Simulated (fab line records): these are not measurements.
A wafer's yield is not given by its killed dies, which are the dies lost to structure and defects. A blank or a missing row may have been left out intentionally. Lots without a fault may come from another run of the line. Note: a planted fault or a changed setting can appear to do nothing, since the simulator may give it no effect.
Split-lot trial	flow gf180mcu	route with 602 steps; 5 lots, 23 wafers read

## SPLIT DETAILS
At GF_STI_PEB_10 (peb time 90 s), the setting peb-time-s was moved away from the recipe's 90 s on 5 of the 23 wafers read, by -7.8% to +9.9%. This setting was run at the recipe's value on the other wafers.

## FROM THE SPLIT TO THE READING: what the file shows between them, 1 step
- GF_STI_DEVELOP_11: develop time 60 s

## THE READING
cd-nm (nm) at GF_STI_CD_MEAS_12, where the cd target is 220 nm. A value of 219.8 nm with a standard deviation of 0.82 nm is what fault-free wafers of this fab line usually give.

wafer	tool, chamber at the split	peb-time-s as run, s	against the recipe	cd-nm, nm	against lot-mates on the recipe
L076.1	litho-track-04, 0	98.91	+9.9%	217.6	-2.2
L076.2	litho-track-04, 0	90	recipe	220.1	-
L076.3	litho-track-04, 0	90	recipe	219.4	-
L076.4	litho-track-04, 0	98.91	+9.9%	217.1	-2.7
L076.5	litho-track-04, 0	98.91	+9.9%	217.7	-2.1
L078.2	litho-track-03, 0	90	recipe	221.6	-
L078.3	litho-track-03, 0	90	recipe	219.5	-
L078.4	litho-track-03, 0	90	recipe	221.3	-
L078.5	litho-track-03, 0	90	recipe	220.3	-
L078.6	litho-track-03, 0	90	recipe	220.8	-
L079.1	litho-track-03, 0	90	recipe	219.4	-
L079.4	litho-track-03, 0	90	recipe	219.6	-
L079.5	litho-track-03, 0	90	recipe	218.4	-
L082.1	litho-track-04, 0	90	recipe	219.1	-
L082.2	litho-track-04, 0	82.97	-7.8%	222.6	+3.3
L082.3	litho-track-04, 0	90	recipe	219.0	-
L082.5	litho-track-04, 0	90	recipe	219.7	-
L082.6	litho-track-04, 0	82.97	-7.8%	222.7	+3.4
L084.1	litho-track-03, 0	90	recipe	220.4	-
L084.2	litho-track-03, 0	90	recipe	220.5	-
L084.4	litho-track-03, 0	90	recipe	220.0	-
L084.5	litho-track-03, 0	90	recipe	220.9	-
L084.6	litho-track-03, 0	90	recipe	220.0	-

THE FIT
A straight line over all 23 wafers: cd-nm changes by -0.283 nm for each +1% of peb-time-s; r = -0.85; the points scatter about the line by 0.77 nm.
The same after taking each lot's own level away (the mean of its wafers on the recipe; 23 wafers): -0.296 nm for each +1%; r = -0.91; scatter 0.61 nm.
Per that fit: largest peb-time-s move, reading shift of 2.9 nm.
Measured against the standard deviation above, the lots' own levels, which go from 219.13 to 220.70 nm, span 1.9 times it.
Hence the lot-to-lot level has little effect on the slope; both slopes agree.
Check: for one of the wafers moved furthest among these (+9.9%), held out of the fit, the line's prediction against its lot-mates is -2.96 nm. It came out at -2.15 nm against them.

## THE OTHER SPLITS THESE WAFERS WENT THROUGH
Other splits were also applied to these wafers ahead of the reading. Each is held against what the fit with the lots' levels taken away leaves over:
other split on the same wafers	wafers away from the commonest value	r with cd-nm (lot level and that fit taken away)
GF_STI_OXIDATION_01 temp-c	10	-0.09

## THE WHOLE CHAIN: every reading that the file lists as answering this split, in the file's order
step	what it does	reading	change (the file's fit)	r (the file's)
GF_STI_CD_MEAS_12	target cd 220 nm	cd-nm	-0.309 nm for each +1% of the setting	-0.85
GF_STI_ETCH_13	etches the open film in CHF3/O2, stops on Si, target depth 282.31 nm, time 112.9 s	STI.cd-nm (the simulator's own value, which no gauge read)	-0.313 nm for each +1% of the setting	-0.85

## FILE'S OWN FIT
cd-nm changes by -0.309 nm for each +1% of peb-time-s, r = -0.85.
